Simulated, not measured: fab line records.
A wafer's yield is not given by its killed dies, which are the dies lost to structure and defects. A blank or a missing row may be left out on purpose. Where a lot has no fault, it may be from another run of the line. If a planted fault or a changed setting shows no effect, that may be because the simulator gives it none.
fab line records | flow sfq_line
record lots=5 | wafers=15 | last_day=85
route steps=325 shown M3@127 I3@133
lots with no fault: from the same line, run without faults
start_h: hours from the record's first day to the start of the lot's first wafer shown | wait_h: how many hours have passed since the lot's step before this one | " same as the row above | L1.1+2: several wafers, shown together as one row | - either no value or no given start | * or withheld: withheld | < > ~ a bound
route shown NAME@n: a module of which the file shows steps, and the number in the route of the first | usual: mean and standard deviation over wafers with no fault | same: alike in all rows | chamber/n: place in a boat | sites: each site's reading | _std_site: the standard deviation of these | _edge_site: mean of outer sites minus mean of inner sites | radius_mm: for every site, how far away it sits from the centre of the wafer | mask NAME#n: copy n | behind: the tool/chamber that last shaped the wafer | hold: what put the lot on hold/how long, in hours/how the hold closed | device: names the non-switching transistor (n, p or np) | end of line: the route-end tests of the same wafers | where a step has no rows: the recipe by itself | killed: dies lost to structure and defects at the first sort, not the wafer's yield | map: a wafer's dies, x killed, . not, _ none there
set.NAME: the setting the step ran with; set.NAME@STEP: the setting that earlier step ran with | model.NAME: the simulator's own value behind a step, which no gauge read
lots at selected steps of the route; one table per step, one row per wafer
services: from which hour (start_h, from the record's first day; less than 0 if before it) a tool's chamber was out of use, for how many hours, and why
## steps
# step SFQ_TRILAYER_M3_LITHO_DEVELOP_077
# recipe time_s=60 | resist=KrF
lot.wafer  | tool           | chamber | start_h | wait_h
L074.4+5+6 | litho_track-02 | 0       | 947.51  | 0.1
L081.2+3+5 | litho_track-02 | 0       | 964.26  | 0.1
L084.1+4+5 | litho_track-01 | 0       | 1014.43 | 0.1
L087.1+4+6 | litho_track-02 | 0       | 1019.23 | 0.1
L093.1+2+5 | litho_track-04 | 0       | 1170.23 | 0.1
# step SFQ_M3_OVL_MEAS_921
# usual M3_OVL=-1/5.8
lot.wafer | tool       | chamber | start_h | wait_h | M3_OVL[nm]
L074.4    | overlay-01 | -       | 947.60  | 0.1    | -4
L074.5    | "          | -       | "       | "      | -4
L074.6    | "          | -       | "       | "      | -5
L081.2    | overlay-02 | -       | 964.39  | 0.1    | -5
L081.3    | "          | -       | "       | "      | 3
L081.5    | "          | -       | "       | "      | 2
L084.1    | overlay-02 | -       | 1014.58 | 0.1    | -5
L084.4    | "          | -       | "       | "      | -10
L084.5    | "          | -       | "       | "      | -14
L087.1    | overlay-02 | -       | 1019.38 | 0.1    | 2
L087.4    | "          | -       | "       | "      | 3
L087.6    | "          | -       | "       | "      | -3
L093.1    | overlay-01 | -       | 1170.38 | 0.1    | 6
L093.2    | "          | -       | "       | "      | 4
L093.5    | "          | -       | "       | "      | 5
# step SFQ_TRILAYER_M3_BARC_OPEN_METAL_ETCH_100
# recipe mask_material=PR | chemistry=O2 | target_depth_nm=125 | target=BARC | icp_w=600 | bias_w=80 | pressure_mtorr=10 | time_s=41.7
# usual drypump_motor_current_A=5.8/0.38 | oes_product_au=0.685/0.0044
lot.wafer | tool         | chamber | start_h | wait_h | drypump_motor_current_A | oes_product_au | rf_hours_counter_h
L074.4    | rie_metal-02 | 0       | 947.64  | 0.0    | 5.4                     | 0.682          | -
L074.5    | "            | 0       | "       | "      | 5.4                     | 0.678          | -
L074.6    | "            | 1       | "       | "      | 6.2                     | 0.678          | -
L081.2    | rie_metal-04 | 1       | 964.42  | 0.0    | 5.5                     | 0.685          | 127
L081.3    | "            | 1       | "       | "      | 5.6                     | 0.694          | -
L081.5    | "            | 0       | "       | "      | 5.7                     | 0.683          | -
L084.1    | rie_metal-02 | 1       | 1014.62 | 0.0    | 6.2                     | 0.683          | 43
L084.4    | "            | 0       | "       | "      | 5.5                     | 0.686          | -
L084.5    | "            | 0       | "       | "      | 5.4                     | 0.683          | -
L087.1    | rie_metal-02 | 1       | 1019.42 | 0.0    | 6.2                     | 0.681          | 44
L087.4    | "            | 0       | "       | "      | 5.5                     | 0.688          | -
L087.6    | "            | 1       | "       | "      | 6.2                     | 0.680          | -
L093.1    | rie_metal-02 | 1       | 1170.42 | 0.0    | 6.2                     | 0.693          | 70
L093.2    | "            | 0       | "       | "      | 5.4                     | 0.693          | 48
L093.5    | "            | 1       | "       | "      | 6.2                     | 0.685          | -
# step SFQ_TRILAYER_M3_ETCH_METAL_ETCH_078
# recipe target=Nb | stop_on=SiO2 | mask_material=PR | chemistry=Cl2/Ar | target_depth_nm=240 | icp_w=600 | bias_w=80 | pressure_mtorr=10 | time_s=120
# usual drypump_motor_current_A=5.8/0.38 | oes_product_au=0.896/0.0079
lot.wafer | tool         | chamber | start_h | wait_h | drypump_motor_current_A | oes_product_au | rf_hours_counter_h
L074.4    | rie_metal-02 | 0       | 947.72  | 0.1    | 5.5                     | 0.900          | -
L074.5    | "            | 0       | "       | "      | 5.4                     | 0.909          | -
L074.6    | "            | 1       | "       | "      | 6.2                     | 0.906          | -
L081.2    | rie_metal-04 | 1       | 964.48  | 0.0    | 5.6                     | 0.897          | 128
L081.3    | "            | 1       | "       | "      | 5.6                     | 0.896          | -
L081.5    | "            | 0       | "       | "      | 5.7                     | 0.898          | -
L084.1    | rie_metal-02 | 1       | 1014.68 | 0.0    | 6.2                     | 0.909          | 43
L084.4    | "            | 0       | "       | "      | 5.4                     | 0.914          | -
L084.5    | "            | 0       | "       | "      | 5.4                     | 0.905          | -
L087.1    | rie_metal-02 | 1       | 1019.48 | 0.0    | 6.2                     | 0.892          | 44
L087.4    | "            | 0       | "       | "      | 5.4                     | 0.895          | -
L087.6    | "            | 1       | "       | "      | 6.2                     | 0.906          | -
L093.1    | rie_metal-02 | 1       | 1170.48 | 0.0    | 6.2                     | 0.902          | 70
L093.2    | "            | 0       | "       | "      | 5.4                     | 0.910          | 48
L093.5    | "            | 1       | "       | "      | 6.2                     | 0.895          | -
# step SFQ_TRILAYER_M3_STRIP_STRIP_079
# recipe gas=O2 | power_w=200 | platen_temp_c=40 | overash_fraction=0.65 | chemistry=O2 | pressure_mtorr=50
# usual drypump_motor_current_A=5.8/0.38 | oes_product_au=1.003/0.013
lot.wafer | tool         | chamber | start_h | wait_h | drypump_motor_current_A | oes_product_au | rf_hours_counter_h
L074.4    | rie_metal-02 | 0       | 948.00  | 0.2    | 5.4                     | 1.000          | -
L074.5    | "            | 0       | "       | "      | 5.4                     | 1.005          | -
L074.6    | "            | 1       | "       | "      | 6.2                     | 1.017          | -
L081.2    | rie_metal-04 | 1       | 964.60  | 0.1    | 5.6                     | 0.984          | 128
L081.3    | "            | 1       | "       | "      | 5.6                     | 0.989          | -
L081.5    | "            | 0       | "       | "      | 5.7                     | 0.988          | -
L084.1    | rie_metal-02 | 1       | 1014.80 | 0.1    | 6.2                     | 1.001          | 43
L084.4    | "            | 0       | "       | "      | 5.4                     | 1.008          | -
L084.5    | "            | 0       | "       | "      | 5.4                     | 1.008          | -
L087.1    | rie_metal-02 | 1       | 1019.60 | 0.1    | 6.2                     | 1.014          | 44
L087.4    | "            | 0       | "       | "      | 5.4                     | 1.011          | -
L087.6    | "            | 1       | "       | "      | 6.2                     | 1.010          | -
L093.1    | rie_metal-02 | 1       | 1170.60 | 0.1    | 6.2                     | 1.011          | 70
L093.2    | "            | 0       | "       | "      | 5.5                     | 1.005          | 48
L093.5    | "            | 1       | "       | "      | 6.2                     | 1.010          | -
# step SFQ_TRILAYER_M3_STRIP_SOLV_CLEAN_080
# recipe chemistry=NMP | temp_c=70 | time_s=600
lot.wafer  | tool         | chamber | start_h | wait_h
L074.4+5+6 | wet_bench-02 | 1,5,0   | 948.40  | 0.2
L081.2+3+5 | wet_bench-04 | 3,1,5   | 965.20  | 0.4
L084.1+4+5 | wet_bench-02 | 5,3,2   | 1015.40 | 0.4
L087.1+4+6 | wet_bench-02 | 6,1,7   | 1020.20 | 0.4
L093.1+2+5 | wet_bench-02 | 4,3,5   | 1171.20 | 0.4
# step SFQ_TRILAYER_I3_DEP_PECVD_081
# recipe material=SiO2 | temp_c=150 | time_s=111.11 | pressure_torr=2.4 | rf_w=183.3 | precursor=SiH4/N2O | target_thk_nm=500
# usual heater_power_w=84/20 | throttle_valve_pct=23.9/1.4
lot.wafer | tool     | chamber | start_h | wait_h | heater_power_w | throttle_valve_pct
L074.4    | pecvd-01 | 2       | 948.63  | 0.0    | 85             | 22.7
L074.5    | "        | 0       | "       | "      | 53             | 21.7
L074.6    | "        | 1       | "       | "      | 119            | 23.7
L081.2    | pecvd-04 | 1       | 965.38  | 0.0    | 81             | 27.0
L081.3    | "        | 2       | "       | "      | 98             | 24.0
L081.5    | "        | 1       | "       | "      | 80             | 26.9
L084.1    | pecvd-04 | 2       | 1015.59 | 0.0    | 98             | 24.3
L084.4    | "        | 2       | "       | "      | 80             | 24.0
L084.5    | "        | 1       | "       | "      | 80             | 27.2
L087.1    | pecvd-01 | 2       | 1020.39 | 0.0    | 83             | 23.2
L087.4    | "        | 2       | "       | "      | 89             | 23.1
L087.6    | "        | 1       | "       | "      | 118            | 23.5
L093.1    | pecvd-03 | 1       | 1171.38 | 0.0    | 58             | 23.7
L093.2    | "        | 2       | "       | "      | 79             | 23.8
L093.5    | "        | 2       | "       | "      | 65             | 23.5
# step SFQ_TRILAYER_I3_CMP_CMP_082
# recipe material=SiO2 | down_force_psi=3 | platen_rpm=60 | pad_velocity_m_s=0.94248
# usual motor_current_A=10.0/0.58 | time_to_endpoint_s=216/11
lot.wafer | tool   | chamber | start_h | wait_h | motor_current_A | time_to_endpoint_s
L074.4    | cmp-02 | 0       | 951.47  | 2.8    | 9.4             | 205
L074.5    | "      | 1       | "       | "      | 9.9             | 200
L074.6    | "      | 2       | "       | "      | 10.7            | 218
L081.2    | cmp-01 | 0       | 973.38  | 8.0    | 11.4            | 222
L081.3    | "      | 3       | 974.88  | 9.5    | 9.8             | 206
L081.5    | "      | 1       | 975.88  | 10.4   | 9.7             | 242
L084.4    | cmp-01 | 1       | 1019.94 | 4.3    | 9.9             | 228
L084.1    | "      | 3       | 1020.94 | 5.3    | 9.2             | 203
L084.5    | "      | 1       | 1021.94 | 6.3    | 9.1             | 238
L087.4    | cmp-02 | 0       | 1028.76 | 8.3    | 8.7             | 223
L087.1    | "      | 1       | "       | "      | 9.9             | 211
L087.6    | "      | 2       | "       | "      | 10.5            | 232
L093.2    | cmp-02 | 3       | 1173.92 | 2.5    | 9.4             | 206
L093.1    | "      | 0       | "       | "      | 9.2             | 200
L093.5    | "      | 3       | 1175.92 | 4.5    | 9.5             | 206
# step SFQ_I3_BOW_MEAS_922
# recipe mode=bow
# usual I3_BOW=0/7.7
lot.wafer | tool          | chamber | start_h | wait_h | I3_BOW[um]
L074.4    | film_metro-03 | -       | 953.03  | 1.1    | -7
L074.5    | "             | -       | "       | "      | -9
L074.6    | "             | -       | "       | "      | -9
L081.2    | film_metro-03 | -       | 976.40  | 2.5    | 4
L081.3    | "             | -       | "       | "      | 0
L081.5    | "             | -       | "       | "      | -3
L084.1    | film_metro-01 | -       | 1022.44 | 1.0    | -9
L084.4    | "             | -       | "       | "      | 3
L084.5    | "             | -       | "       | "      | 3
L087.1    | film_metro-03 | -       | 1030.76 | 1.0    | 3
L087.4    | "             | -       | "       | "      | 4
L087.6    | "             | -       | "       | "      | 10
L093.1    | film_metro-01 | -       | 1176.42 | 1.5    | 9
L093.2    | "             | -       | "       | "      | -4
L093.5    | "             | -       | "       | "      | 4
# step SFQ_TRILAYER_I3_METRO_MEASURE_083
# usual thk_nm=200.2/1.3
lot.wafer | tool          | chamber | start_h | wait_h | thk_nm
L074.4    | film_metro-03 | -       | 953.69  | 0.6    | 200.4
L074.5    | "             | -       | "       | "      | 199.0
L074.6    | "             | -       | "       | "      | 201.0
L081.2    | film_metro-03 | -       | 976.70  | 0.3    | 199.3
L081.3    | "             | -       | "       | "      | 199.1
L081.5    | "             | -       | "       | "      | 202.6
L084.1    | film_metro-01 | -       | 1022.56 | 0.1    | 198.9
L084.4    | "             | -       | "       | "      | 202.1
L084.5    | "             | -       | "       | "      | 201.7
L087.1    | film_metro-03 | -       | 1030.88 | 0.1    | 200.6
L087.4    | "             | -       | "       | "      | 201.8
L087.6    | "             | -       | "       | "      | 202.9
L093.1    | film_metro-01 | -       | 1176.54 | 0.1    | 200.0
L093.2    | "             | -       | "       | "      | 199.0
L093.5    | "             | -       | "       | "      | 198.1
# step SFQ_TRILAYER_I3_VIA_LITHO_COAT_090
# recipe resist=BARC | spin_rpm=3000 | resist_thk_nm=62
lot.wafer  | tool           | chamber | start_h | wait_h
L074.4+5+6 | litho_track-02 | 0       | 954.44  | 0.6
L081.2+3+5 | litho_track-02 | 0       | 977.75  | 0.8
L084.1+4+5 | litho_track-02 | 0       | 1023.76 | 1.0
L087.1+4+6 | litho_track-01 | 0       | 1032.08 | 1.0
L093.1+2+5 | litho_track-01 | 0       | 1177.74 | 1.0
# step SFQ_TRILAYER_I3_VIA_LITHO_COAT_085
# recipe resist=KrF | spin_rpm=3000 | resist_thk_nm=650
lot.wafer  | tool           | chamber | start_h | wait_h
L074.4+5+6 | litho_track-02 | 0       | 954.74  | 0.2
L081.2+3+5 | litho_track-02 | 0       | 978.05  | 0.2
L084.1+4+5 | litho_track-02 | 0       | 1024.06 | 0.2
L087.1+4+6 | litho_track-01 | 0       | 1032.38 | 0.2
L093.1+2+5 | litho_track-01 | 0       | 1178.04 | 0.2
# step SFQ_TRILAYER_I3_VIA_LITHO_SOFTBAKE_089
# recipe temp_c=withheld | time_s=withheld | resist=KrF
lot.wafer  | tool           | chamber | start_h | wait_h
L074.4+5+6 | litho_track-02 | 0       | 954.97  | 0.2
L081.2+3+5 | litho_track-02 | 0       | 978.32  | 0.2
L084.1+4+5 | litho_track-02 | 0       | 1024.36 | 0.2
L087.1+4+6 | litho_track-01 | 0       | 1032.68 | 0.2
L093.1+2+5 | litho_track-01 | 0       | 1178.34 | 0.2
# step SFQ_TRILAYER_I3_VIA_LITHO_EXPOSE_086
# recipe mask_id=I3 | na=0.6 | source_shape=conventional | sigma_outer=0.65 | target_cd_nm=500 | dose_mj=21.3
lot.wafer  | tool           | chamber | start_h | wait_h | mask
L074.4+5+6 | krf_scanner-01 | 0       | 956.85  | -      | I3#0
L081.2+3+5 | krf_scanner-01 | 0       | 978.65  | -      | I3#0
L084.1+4+5 | krf_scanner-01 | 0       | 1046.56 | -      | I3#0
L087.1+4+6 | krf_scanner-01 | 0       | 1050.16 | -      | I3#0
L093.1+2+5 | krf_scanner-02 | 0       | 1178.61 | -      | I3#0
# step SFQ_TRILAYER_I3_VIA_LITHO_PEB_088
# recipe peb_temp_c=115 | peb_time_s=60 | resist=KrF
lot.wafer  | tool           | chamber | start_h | wait_h
L074.4+5+6 | litho_track-02 | 0       | 957.52  | 0.5
L081.2+3+5 | litho_track-03 | 0       | 979.67  | 0.8
L084.1+4+5 | litho_track-03 | 0       | 1047.76 | 1.0
L087.1+4+6 | litho_track-01 | 0       | 1051.36 | 1.0
L093.1+2+5 | litho_track-02 | 0       | 1179.81 | 1.0
# step SFQ_TRILAYER_I3_VIA_LITHO_DEVELOP_087
# recipe time_s=60 | resist=KrF
lot.wafer  | tool           | chamber | start_h | wait_h
L074.4+5+6 | litho_track-02 | 0       | 957.67  | 0.1
L081.2+3+5 | litho_track-03 | 0       | 979.82  | 0.1
L084.1+4+5 | litho_track-03 | 0       | 1047.91 | 0.1
L087.1+4+6 | litho_track-01 | 0       | 1051.51 | 0.1
L093.1+2+5 | litho_track-02 | 0       | 1179.96 | 0.1
# step SFQ_I3_OVL_MEAS_923
# usual I3_OVL=-1/5.8
lot.wafer | tool       | chamber | start_h | wait_h | I3_OVL[nm]
L074.4    | overlay-02 | -       | 957.76  | 0.1    | 4
L074.5    | "          | -       | "       | "      | -5
L074.6    | "          | -       | "       | "      | 5
L081.2    | overlay-02 | -       | 979.95  | 0.1    | -3
L081.3    | "          | -       | "       | "      | -4
L081.5    | "          | -       | "       | "      | -8
L084.1    | overlay-01 | -       | 1048.06 | 0.1    | -7
L084.4    | "          | -       | "       | "      | 5
L084.5    | "          | -       | "       | "      | -8
L087.1    | overlay-02 | -       | 1051.66 | 0.1    | 7
L087.4    | "          | -       | "       | "      | 14
L087.6    | "          | -       | "       | "      | 16
L093.1    | overlay-01 | -       | 1180.11 | 0.1    | 10
L093.2    | "          | -       | "       | "      | -8
L093.5    | "          | -       | "       | "      | 1
# step SFQ_TRILAYER_I3_VIA_BARC_OPEN_VIA_ETCH_121
# recipe mask_material=PR | chemistry=O2 | target_depth_nm=125 | target=BARC | source_w=500 | bias_w=80 | pressure_mtorr=30 | time_s=41.7
# usual drypump_motor_current_A=5.5/0.35 | oes_product_au=0.685/0.0045
lot.wafer | tool        | chamber | start_h | wait_h | drypump_motor_current_A | oes_product_au | rf_hours_counter_h
L074.4    | rie_diel-01 | 0       | 957.78  | 0.0    | 5.1                     | 0.681          | 4
L074.5    | "           | 3       | "       | "      | 5.6                     | 0.680          | -
L074.6    | "           | 0       | "       | "      | 5.1                     | 0.681          | -
L081.2    | rie_diel-01 | 2       | 979.98  | 0.0    | 5.4                     | 0.682          | 7
L081.3    | "           | 1       | "       | "      | 5.5                     | 0.682          | 3
L081.5    | "           | 2       | "       | "      | 5.4                     | 0.687          | -
L084.1    | rie_diel-01 | 0       | 1048.09 | 0.0    | 5.1                     | 0.687          | 6
L084.4    | "           | 1       | "       | "      | 5.6                     | 0.692          | 5
L084.5    | "           | 1       | "       | "      | 5.6                     | 0.692          | -
L087.1    | rie_diel-03 | 2       | 1051.69 | 0.0    | 6.1                     | 0.685          | 13
L087.4    | "           | 0       | "       | "      | 5.8                     | 0.688          | 8
L087.6    | "           | 3       | "       | "      | 5.1                     | 0.690          | -
L093.1    | rie_diel-04 | 2       | 1180.15 | 0.0    | 5.2                     | 0.686          | 14
L093.2    | "           | 0       | "       | "      | 5.8                     | 0.689          | 7
L093.5    | "           | 0       | "       | "      | 5.8                     | 0.685          | -
## services
tool           | chamber | start_h | hours | kind
pecvd-01       | -       | 933.25  | 14.0  | pm
rie_diel-01    | -       | 946.65  | 0.4   | repair
film_metro-03  | -       | 957.12  | 0.1   | pm
krf_scanner-01 | -       | 958.13  | 1.0   | pm
rie_metal-04   | -       | 991.43  | 1.4   | pm
krf_scanner-01 | -       | 1001.85 | 4.0   | pm
rie_diel-01    | 1       | 1010.58 | 5.5   | repair
film_metro-03  | -       | 1035.76 | 1.6   | pm
wet_bench-02   | -       | 1039.56 | 0.9   | repair
krf_scanner-01 | -       | 1056.16 | 1.3   | pm
cmp-02         | -       | 1059.85 | 2.7   | repair
rie_diel-01    | 0       | 1087.08 | 7.0   | repair
cmp-02         | -       | 1090.80 | 4.9   | pm
cmp-02         | -       | 1095.68 | 4.0   | pm
rie_metal-04   | -       | 1098.12 | 1.1   | repair
rie_metal-04   | -       | 1112.83 | 39.6  | repair
rie_diel-01    | 0       | 1116.85 | 2.6   | repair
rie_metal-02   | 0       | 1119.61 | 12.4  | repair
krf_scanner-01 | -       | 1127.18 | 1.0   | pm
rie_diel-01    | 2       | 1132.54 | 9.9   | repair
cmp-02         | -       | 1137.66 | 2.8   | repair
film_metro-03  | -       | 1148.53 | 2.0   | pm
film_metro-03  | -       | 1150.54 | 0.5   | pm
rie_diel-01    | 2       | 1158.18 | 10.2  | repair
## key
fault none
